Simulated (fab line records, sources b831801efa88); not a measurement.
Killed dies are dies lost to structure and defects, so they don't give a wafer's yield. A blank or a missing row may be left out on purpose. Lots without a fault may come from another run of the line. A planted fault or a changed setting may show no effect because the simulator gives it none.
fab line records | flow sky130 | part 2 of 2: steps 28 to 37 of 37
record lots=5 wafers=15 last_day=48
route steps=708 shown VIA3@573 METAL4@598 CAP2M@603
lots that met no fault: from a run of the same line without faults
start_h: hours from the record's first day to the start of the lot's first wafer shown | wait_h: hours since the lot's step before | " the same as in the row above | L1.1+2: a row that stands for several wafers | - no value, or no start given | * or withheld: withheld | < > ~ a bound
route shown NAME@n: a module of which the file shows steps, and the number in the route of the first | usual: mean/standard deviation of fault-free wafers | same: alike in all rows | chamber/n: place in a boat | sites: the reading at each site | _std_site: their standard deviation | _edge_site: outer sites' mean less inner sites' | radius_mm: how far each site lies from the wafer's centre | mask NAME#n: copy n | behind: the tool/chamber that last shaped the wafer | hold: why the lot was held/for how many hours/how that ended | device: the transistor (n, p or np) that didn't switch | end of line: the same wafers' tests at the end of the route | a step without rows: its recipe alone | killed: dies lost to structure and defects at the first sort, not the wafer's yield | map: a wafer's dies, x killed, . not, _ none there
set.NAME: the setting as run; set.NAME@STEP: as run at that earlier step | model.NAME: the simulator's own value behind a step, which no gauge read
lots at some steps of the route; a table a step, a row a wafer
services: from which hour (start_h, from the record's first day; less than 0 if before it) a tool's chamber was out of use, for how many hours, and why
## steps
# step SKY_METAL4_SPUTTER_02
# recipe material=AlCu target_thk_nm=735 power_w=10600 time_s=39.1 chamber_pressure_pa=0.4
# usual throttle_valve_pct=30.3/0.86
# columns lot.wafer tool chamber start_h wait_h throttle_valve_pct
L076.2 pvd_sputter-03 - 941.32 0.0 29.0
L076.3 " - " " 30.4
L076.4 " - " " 30.1
L082.3 pvd_sputter-03 - 987.75 0.0 30.1
L082.5 " - " " 30.2
L082.6 " - " " 30.7
L085.1 pvd_sputter-03 - 1024.02 0.0 30.8
L085.4 " - " " 30.4
L085.5 " - " " 30.9
L084.1 pvd_sputter-03 - 1028.45 0.0 29.2
L084.2 " - " " 30.2
L084.3 " - " " 30.5
L087.3 pvd_sputter-03 - 1029.78 0.0 30.2
L087.5 " - " " 30.5
L087.6 " - " " 30.3
# step SKY_METAL4_SPUTTER_03
# recipe material=Ti target_thk_nm=5 power_w=3000 time_s=3.3 chamber_pressure_pa=0.4
# usual throttle_valve_pct=30.3/0.86
# columns lot.wafer tool chamber start_h wait_h throttle_valve_pct
L076.2 pvd_sputter-03 - 941.36 0.0 29.0
L076.3 " - " " 30.4
L076.4 " - " " 30.0
L082.3 pvd_sputter-03 - 987.79 0.0 30.0
L082.5 " - " " 30.5
L082.6 " - " " 31.0
L085.1 pvd_sputter-03 - 1024.06 0.0 30.8
L085.4 " - " " 30.6
L085.5 " - " " 30.9
L084.1 pvd_sputter-03 - 1028.49 0.0 29.3
L084.2 " - " " 30.1
L084.3 " - " " 30.4
L087.3 pvd_sputter-03 - 1029.82 0.0 30.2
L087.5 " - " " 30.4
L087.6 " - " " 30.0
# step SKY_METAL4_SPUTTER_04
# recipe material=TiN target_thk_nm=70 power_w=6500 time_s=58.3 chamber_pressure_pa=0.4
# usual throttle_valve_pct=30.3/0.88
# columns lot.wafer tool chamber start_h wait_h throttle_valve_pct
L076.2 pvd_sputter-03 - 941.37 0.0 29.0
L076.3 " - " " 30.4
L076.4 " - " " 30.2
L082.3 pvd_sputter-03 - 987.81 0.0 30.1
L082.5 " - " " 30.8
L082.6 " - " " 30.7
L085.1 pvd_sputter-03 - 1024.08 0.0 30.8
L085.4 " - " " 30.5
L085.5 " - " " 31.0
L084.1 pvd_sputter-03 - 1028.51 0.0 29.2
L084.2 " - " " 30.0
L084.3 " - " " 30.1
L087.3 pvd_sputter-03 - 1029.84 0.0 30.2
L087.5 " - " " 30.5
L087.6 " - " " 30.0
# step SKY_CAP2M_CVD_00
# recipe material=SiO2 target_thk_nm=15.5 temp_c=400 time_s=withheld rf_w=450
# usual heater_power_w=715/80
# columns lot.wafer tool chamber start_h wait_h heater_power_w
L076.2 pecvd-03 0 941.42 0.0 775
L076.3 " 2 " " 706
L076.4 " 2 " " 723
L082.3 pecvd-03 0 987.86 0.0 746
L082.5 " 2 " " 626
L082.6 " 1 " " 679
L085.1 pecvd-01 1 1024.13 0.0 598
L085.4 " 0 " " 663
L085.5 " 1 " " 595
L084.1 pecvd-01 2 1028.56 0.0 871
L084.2 " 1 " " 710
L084.3 " 0 " " 679
L087.3 pecvd-03 0 1029.89 0.0 738
L087.5 " 0 " " 730
L087.6 " 1 " " 614
# step SKY_CAP2M_THK_MEAS_01
# recipe reads=SiO2_of_CAP2M_CVD_00
# usual CAP2M_CVD_00_THK=15.48/0.19
# columns lot.wafer tool chamber start_h wait_h CAP2M_CVD_00_THK[nm]
L076.2 film_metro-03 - 941.46 - 15.33
L076.3 " - " " 15.17
L076.4 " - " " 15.58
L082.3 film_metro-02 - 987.90 - 15.63
L082.5 " - " " 15.41
L082.6 " - " " 15.80
L085.1 film_metro-02 - 1024.15 - 15.40
L085.4 " - " " 15.75
L085.5 " - " " 15.88
L084.1 film_metro-01 - 1028.58 - 15.34
L084.2 " - " " 15.55
L084.3 " - " " 15.51
L087.3 film_metro-02 - 1029.93 - 15.45
L087.5 " - " " 15.72
L087.6 " - " " 15.58
# step SKY_CAP2M_SPUTTER_02
# recipe material=TiN target_thk_nm=200 temp_c=300 power_w=6500 time_s=166.7 chamber_pressure_pa=0.4
# usual throttle_valve_pct=30.4/0.76
# columns lot.wafer tool chamber start_h wait_h throttle_valve_pct
L076.2 pvd_sputter-02 - 941.51 0.0 30.6
L076.3 " - " " 31.3
L076.4 " - " " 30.9
L082.3 pvd_sputter-01 - 987.94 0.0 30.8
L082.5 " - " " 31.0
L082.6 " - " " 29.8
L085.1 pvd_sputter-01 - 1024.21 0.1 29.0
L085.4 " - " " 30.0
L085.5 " - " " 30.9
L084.1 pvd_sputter-01 - 1028.64 0.1 30.7
L084.2 " - " " 31.0
L084.3 " - " " 29.9
L087.3 pvd_sputter-01 - 1029.97 0.0 31.1
L087.5 " - " " 31.1
L087.6 " - " " 29.2
# step SKY_CAP2M_RS_MEAS_03
# recipe thk_meas_gauge=four-point-probe reads=TiN_of_CAP2M_SPUTTER_02
# usual CAP2M_TIN_RS=6.95/0.066
# columns lot.wafer tool chamber start_h wait_h CAP2M_TIN_RS[ohm/sq]
L076.2 film_metro-01 - 941.63 0.1 6.98
L076.3 " - " " 6.95
L076.4 " - " " 6.97
L082.3 film_metro-01 - 988.09 0.1 6.89
L082.5 " - " " 6.83
L082.6 " - " " 6.85
L085.1 film_metro-01 - 1024.32 0.1 7.02
L085.4 " - " " 7.00
L085.5 " - " " 7.03
L084.1 film_metro-02 - 1028.75 0.1 7.02
L084.2 " - " " 7.10
L084.3 " - " " 6.94
L087.3 film_metro-03 - 1030.12 0.1 7.06
L087.5 " - " " 7.10
L087.6 " - " " 7.05
# step SKY_CAP2M_THK_MEAS_04
# recipe thk_meas_gauge=xrf reads=TiN_of_CAP2M_SPUTTER_02
# usual CAP2M_TIN_THK=196.5/2
# columns lot.wafer tool chamber start_h wait_h CAP2M_TIN_THK[nm]
L076.2 film_metro-01 - 941.74 0.1 195.6
L076.3 " - " " 196.4
L076.4 " - " " 196.3
L082.3 film_metro-01 - 988.19 0.1 199.1
L082.5 " - " " 198.8
L082.6 " - " " 199.2
L085.1 film_metro-01 - 1024.44 0.1 194.6
L085.4 " - " " 195.9
L085.5 " - " " 193.9
L084.1 film_metro-02 - 1028.87 0.1 194.7
L084.2 " - " " 192.5
L084.3 " - " " 196.8
L087.3 film_metro-03 - 1030.22 0.1 191.8
L087.5 " - " " 192.2
L087.6 " - " " 191.8
# step SKY_CAP2M_DEHYDRATE_05
# recipe temp_c=200 time_s=60
# usual heater_power_total_W=160.38/0.13
# columns lot.wafer tool chamber start_h wait_h heater_power_total_W
L076.2 litho_track-01 0 953.58 11.8 160.23
L076.3 " 0 " " 160.54
L076.4 " 0 " " 160.28
L082.3 litho_track-02 0 999.70 11.5 160.46
L082.5 " 0 " " 160.53
L082.6 " 0 " " 160.36
L085.1 litho_track-03 0 1035.06 10.6 160.37
L085.4 " 0 " " 160.26
L085.5 " 0 " " 160.59
L084.1 litho_track-01 0 1038.75 9.9 160.48
L084.2 " 0 " " 160.24
L084.3 " 0 " " 160.34
L087.3 litho_track-01 0 1040.80 10.6 160.31
L087.5 " 0 " " 160.30
L087.6 " 0 " " 160.58
# step SKY_CAP2M_HMDS_06
# recipe prime_time_s=60 prime_temp_c=120
# columns lot.wafer tool chamber start_h wait_h
L076.2+3+4 litho_track-01 0 953.73 0.1
L082.3+5+6 litho_track-02 0 999.85 0.1
L085.1+4+5 litho_track-03 0 1035.21 0.1
L084.1+2+3 litho_track-01 0 1038.90 0.1
L087.3+5+6 litho_track-01 0 1040.95 0.1
## services
# columns tool chamber start_h hours kind
krf_scanner-02 - 893.58 1.3 pm
cmp-02 - 902.09 2.6 repair
pvd_sputter-03 - 906.00 1.7 repair
cmp-02 - 912.00 4.0 pm
rie_diel-03 2 916.90 12.2 repair
pvd_sputter-03 - 926.15 2.6 repair
wet_bench-02 - 930.41 0.9 repair
cmp-01 - 942.26 0.4 repair
krf_scanner-02 - 943.29 0.8 pm
pvd_sputter-01 - 943.94 2.7 repair
rie_diel-04 2 948.52 5.1 repair
cvd_w-01 - 951.64 0.8 repair
rie_diel-04 2 960.83 3.8 repair
pvd_sputter-03 - 975.28 2.0 repair
pvd_sputter-01 - 978.24 5.9 repair
cmp-01 - 995.22 0.8 repair
hdpcvd-02 0 1009.24 22.8 repair
hdpcvd-02 1 1011.92 1.8 repair
rie_diel-04 3 1013.03 8.6 repair
cmp-02 - 1015.25 3.9 pm
rie_diel-03 1 1020.44 5.5 repair
pecvd-03 - 1026.96 0.4 repair
rie_diel-04 0 1027.47 103.4 repair
pecvd-03 2 1039.77 6.3 repair
